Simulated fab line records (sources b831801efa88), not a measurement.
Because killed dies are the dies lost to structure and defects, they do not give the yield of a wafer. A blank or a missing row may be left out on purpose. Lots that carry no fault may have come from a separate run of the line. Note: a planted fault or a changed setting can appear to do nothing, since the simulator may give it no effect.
Shared-tool check / flow sky130 / 13 lots and 39 wafers in the sample

== REASON FOR OPENING ==
At SKY_VT_ADJUST_HVTP_TW_MEAS_11 the reading VT_ADJUST_HVTP_TW is flagged on 1 of 13 lots. Fault-free wafers read 1357, with a standard deviation of 13.
Rule: flag the lot when none of its wafers has a number, or when each of its wafers that has one lies beyond 4 standard deviations from that mean. All remaining lots are regarded as sound.

lot=L876; measured=day 6 08:00; on=film-metro-04; VT_ADJUST_HVTP_TW, wafer by wafer=1371 1362 1373; flag=
lot=L877; measured=day 6 14:37; on=film-metro-04; VT_ADJUST_HVTP_TW, wafer by wafer=1368 1374 1372; flag=
lot=L880; measured=day 7 05:32; on=film-metro-01; VT_ADJUST_HVTP_TW, wafer by wafer=1343 1334 1335; flag=
lot=L881; measured=day 7 13:10; on=film-metro-01; VT_ADJUST_HVTP_TW, wafer by wafer=1344 1337 1344; flag=
lot=L882; measured=day 7 16:37; on=film-metro-04; VT_ADJUST_HVTP_TW, wafer by wafer=1366 1365 1366; flag=
lot=L883; measured=day 8 00:11; on=film-metro-04; VT_ADJUST_HVTP_TW, wafer by wafer=1371 1359 1363; flag=
lot=L884; measured=day 8 04:31; on=film-metro-03; VT_ADJUST_HVTP_TW, wafer by wafer=1365 1359 1366; flag=
lot=L885; measured=day 8 12:16; on=film-metro-01; VT_ADJUST_HVTP_TW, wafer by wafer=1352 1346 1340; flag=
lot=L886; measured=day 8 20:05; on=film-metro-03; VT_ADJUST_HVTP_TW, wafer by wafer=1367 1363 1364; flag=
lot=L891; measured=day 10 03:49; on=film-metro-04; VT_ADJUST_HVTP_TW, wafer by wafer=31 30 30; flag=FLAGGED
lot=L897; measured=day 11 15:58; on=film-metro-01; VT_ADJUST_HVTP_TW, wafer by wafer=1337 1330 1327; flag=
lot=L898; measured=day 11 22:53; on=film-metro-04; VT_ADJUST_HVTP_TW, wafer by wafer=1370 1367 1371; flag=
lot=L899; measured=day 12 06:04; on=film-metro-01; VT_ADJUST_HVTP_TW, wafer by wafer=1350 1344 1344; flag=
Averaged over the flagged lots the numbers come to 30, -1327 from the usual (-99 or more standard deviations).

== LOT BY LOT: THE TOOL USED ==
Before the reading, the record contains 2 process steps out of a 708-step route. Read each cell as the tool, then ch plus the chambers that the sampled wafers visited, then the start.
lot=L876; flag=; SKY_NWELL_STRIP_25=plasma-asher-03 ch 0,1, day 5 12:35; SKY_VT_ADJUST_HVTP_STRIP_10=plasma-asher-01 ch 0,1, day 6 07:54
lot=L877; flag=; SKY_NWELL_STRIP_25=plasma-asher-04 ch 0,1, day 5 19:17; SKY_VT_ADJUST_HVTP_STRIP_10=plasma-asher-04 ch 0, day 6 14:31
lot=L880; flag=; SKY_NWELL_STRIP_25=plasma-asher-03 ch 0,1, day 6 08:44; SKY_VT_ADJUST_HVTP_STRIP_10=plasma-asher-04 ch 0,1, day 7 05:26
lot=L881; flag=; SKY_NWELL_STRIP_25=plasma-asher-04 ch 0,1, day 6 16:14; SKY_VT_ADJUST_HVTP_STRIP_10=plasma-asher-04 ch 1, day 7 13:04
lot=L882; flag=; SKY_NWELL_STRIP_25=plasma-asher-01 ch 0,1, day 6 19:26; SKY_VT_ADJUST_HVTP_STRIP_10=plasma-asher-02 ch 0,1, day 7 16:31
lot=L883; flag=; SKY_NWELL_STRIP_25=plasma-asher-01 ch 0,1, day 7 03:05; SKY_VT_ADJUST_HVTP_STRIP_10=plasma-asher-02 ch 0,1, day 8 00:04
lot=L884; flag=; SKY_NWELL_STRIP_25=plasma-asher-01 ch 0,1, day 7 07:38; SKY_VT_ADJUST_HVTP_STRIP_10=plasma-asher-02 ch 0,1, day 8 04:25
lot=L885; flag=; SKY_NWELL_STRIP_25=plasma-asher-04 ch 0,1, day 7 15:14; SKY_VT_ADJUST_HVTP_STRIP_10=plasma-asher-02 ch 0,1, day 8 12:10
lot=L886; flag=; SKY_NWELL_STRIP_25=plasma-asher-04 ch 0,1, day 7 22:44; SKY_VT_ADJUST_HVTP_STRIP_10=plasma-asher-04 ch 0,1, day 8 19:58
lot=L891; flag=FLAGGED; SKY_NWELL_STRIP_25=plasma-asher-03 ch 0,1, day 9 04:08; SKY_VT_ADJUST_HVTP_STRIP_10=plasma-asher-01 ch 0,1, day 10 03:43
lot=L897; flag=; SKY_NWELL_STRIP_25=plasma-asher-01 ch 0,1, day 10 15:23; SKY_VT_ADJUST_HVTP_STRIP_10=plasma-asher-02 ch 0, day 11 15:52
lot=L898; flag=; SKY_NWELL_STRIP_25=plasma-asher-01 ch 1, day 10 21:02; SKY_VT_ADJUST_HVTP_STRIP_10=plasma-asher-01 ch 0,1, day 11 22:46
lot=L899; flag=; SKY_NWELL_STRIP_25=plasma-asher-01 ch 0,1, day 11 04:32; SKY_VT_ADJUST_HVTP_STRIP_10=plasma-asher-04 ch 0,1, day 12 05:58
What the steps here do:
- SKY_NWELL_STRIP_25: strips in O2/N2.
- SKY_VT_ADJUST_HVTP_STRIP_10: strips in O2/N2.
- SKY_VT_ADJUST_HVTP_TW_MEAS_11

== FLAGGED OVER TOTAL, TOOL BY TOOL (the gauges that took the reading come last) ==
step=SKY_NWELL_STRIP_25; tool=plasma-asher-01; lots run=6; flagged=0; share of the flagged lots=none; sound lots run after its first flagged lot=-
step=SKY_NWELL_STRIP_25; tool=plasma-asher-03; lots run=3; flagged=1; share of the flagged lots=all; sound lots run after its first flagged lot=0
step=SKY_NWELL_STRIP_25; tool=plasma-asher-04; lots run=4; flagged=0; share of the flagged lots=none; sound lots run after its first flagged lot=-
step=SKY_VT_ADJUST_HVTP_STRIP_10; tool=plasma-asher-01; lots run=3; flagged=1; share of the flagged lots=all; sound lots run after its first flagged lot=1 (L898)
step=SKY_VT_ADJUST_HVTP_STRIP_10; tool=plasma-asher-02; lots run=5; flagged=0; share of the flagged lots=none; sound lots run after its first flagged lot=-
step=SKY_VT_ADJUST_HVTP_STRIP_10; tool=plasma-asher-04; lots run=5; flagged=0; share of the flagged lots=none; sound lots run after its first flagged lot=-
step=SKY_VT_ADJUST_HVTP_TW_MEAS_11; tool=film-metro-01; lots run=5; flagged=0; share of the flagged lots=none; sound lots run after its first flagged lot=-
step=SKY_VT_ADJUST_HVTP_TW_MEAS_11; tool=film-metro-03; lots run=2; flagged=0; share of the flagged lots=none; sound lots run after its first flagged lot=-
step=SKY_VT_ADJUST_HVTP_TW_MEAS_11; tool=film-metro-04; lots run=6; flagged=1; share of the flagged lots=all; sound lots run after its first flagged lot=1 (L898)

== WHAT THE TABLE PERMITS ==
In the table, 3 rows ran each flagged lot (plasma-asher-03 at SKY_NWELL_STRIP_25; plasma-asher-01 at SKY_VT_ADJUST_HVTP_STRIP_10; film-metro-04 at SKY_VT_ADJUST_HVTP_TW_MEAS_11).
- plasma-asher-03 at SKY_NWELL_STRIP_25: 1 of its 3 lots flagged. A fault beginning between L880 (day 6 08:44), its last sound lot, and L891 (day 9 04:08), its first flagged one, fits the data. Its own readings lie more than 4 standard deviations out on every wafer of the flagged lots: oes-product-au.
- plasma-asher-01 at SKY_VT_ADJUST_HVTP_STRIP_10: 1 of its 3 lots flagged. Lots that were sound ran on it after the first flagged one (L898); a persistent fault on the entire tool would not allow that. Its own readings lie more than 4 standard deviations out on every wafer of the flagged lots: strip-time-to-endpoint-s.
- film-metro-04 at SKY_VT_ADJUST_HVTP_TW_MEAS_11: 1 of its 6 lots flagged. Lots that were sound ran on it after the first flagged one (L898); a persistent fault on the entire tool would not allow that.
Left over: one tool, plasma-asher-03 at SKY_NWELL_STRIP_25.

== WHAT THE SIMULATOR PUT IN ==
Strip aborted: plasma-asher-03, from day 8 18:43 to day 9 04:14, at SKY_NWELL_STRIP_25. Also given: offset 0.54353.
Lots struck among those shown: L891. The same result came from the rule above.
